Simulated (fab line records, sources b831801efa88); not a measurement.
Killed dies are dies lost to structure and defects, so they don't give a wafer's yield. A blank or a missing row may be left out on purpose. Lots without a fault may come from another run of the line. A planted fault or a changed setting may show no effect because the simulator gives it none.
Chamber matching | flow sky130 | SKY_VIA2_ETCH_14 on rie_diel-03: 4 sister chambers
The step etches BARC in N2/H2, stops on SiO2, time 45.9 s, target depth 60 nm. 18 wafers are shown with their chamber, then 9 later ones without.

WAFERS WITH THEIR CHAMBER
wafer  | chamber | drypump_motor_current_A (A) | h2_flow_sccm (sccm) | oes_product_au (a.u.)
L076.1 | 2       | 5.6                         | 200.5               | 0.857
L076.2 | 0       | 5.1                         | 200.9               | 0.865
L076.5 | 0       | 5.1                         | 200.2               | 0.858
L077.2 | 2       | 5.6                         | 200.2               | 0.852
L077.3 | 0       | 5.1                         | 199.8               | 0.857
L077.6 | 1       | 5.4                         | 199.7               | 0.857
L079.2 | 3       | 5.9                         | 200.4               | 0.850
L079.3 | 2       | 5.6                         | 199.9               | 0.848
L079.4 | 0       | 5.1                         | 200.0               | 0.848
L086.2 | 3       | 5.9                         | 199.7               | 0.849
L086.4 | 0       | 5.1                         | 200.5               | 0.853
L086.6 | 0       | 5.1                         | 200.2               | 0.854
L089.3 | 0       | 5.1                         | 200.0               | 0.855
L089.5 | 0       | 5.1                         | 200.6               | 0.859
L089.6 | 1       | 5.4                         | 199.2               | 0.856
L094.1 | 0       | 5.2                         | 200.7               | 0.856
L094.2 | 2       | 5.6                         | 200.0               | 0.858
L094.5 | 0       | 5.1                         | 200.8               | 0.850

SIGNATURES (means of the wafers above)
reading                 | chamber 0 | chamber 1 | chamber 2 | chamber 3 | scatter within a chamber
drypump_motor_current_A | 5.110     | 5.400     | 5.600     | 5.900     | 0.0254
h2_flow_sccm            | 200.370   | 199.450   | 200.150   | 200.050   | 0.367
oes_product_au          | 0.85550   | 0.85650   | 0.85375   | 0.84950   | 0.00441
Rule: a wafer's distance from a chamber is the root of the sum, over the readings, of the square of ((its reading less the chamber's mean) divided by the reading's scatter). The wafer belongs to the nearest chamber; if the next one is less than 2 further off, it can't be placed. The scatter: the root of (the sum of the squares of (reading less its chamber's mean) over the shown wafers, divided by (wafers less chambers)).

WAFERS WITHOUT THEIR CHAMBER
wafer  | drypump_motor_current_A (A) | h2_flow_sccm (sccm) | oes_product_au (a.u.)
L095.2 | 5.2                         | 199.2               | 0.862
L095.3 | 5.6                         | 198.9               | 0.842
L095.5 | 5.9                         | 199.9               | 0.849
L096.1 | 5.6                         | 200.5               | 0.841
L096.3 | 5.9                         | 199.8               | 0.855
L096.4 | 5.4                         | 200.1               | 0.856
L097.1 | 5.9                         | 200.0               | 0.849
L097.2 | 5.4                         | 200.1               | 0.846
L097.5 | 5.6                         | 200.6               | 0.855

WHICH CHAMBER EACH WENT THROUGH
wafer  | from the rows above | in truth
L095.2 | 0                   | 0
L095.3 | 2                   | 2
L095.5 | 3                   | 3
L096.1 | 2                   | 2
L096.3 | 3                   | 3
L096.4 | 1                   | 1
L097.1 | 3                   | 3
L097.2 | 1                   | 1
L097.5 | 2                   | 2
Placed correctly: 9 of 9. Can't be placed from these rows: 0. Placed wrongly: 0.
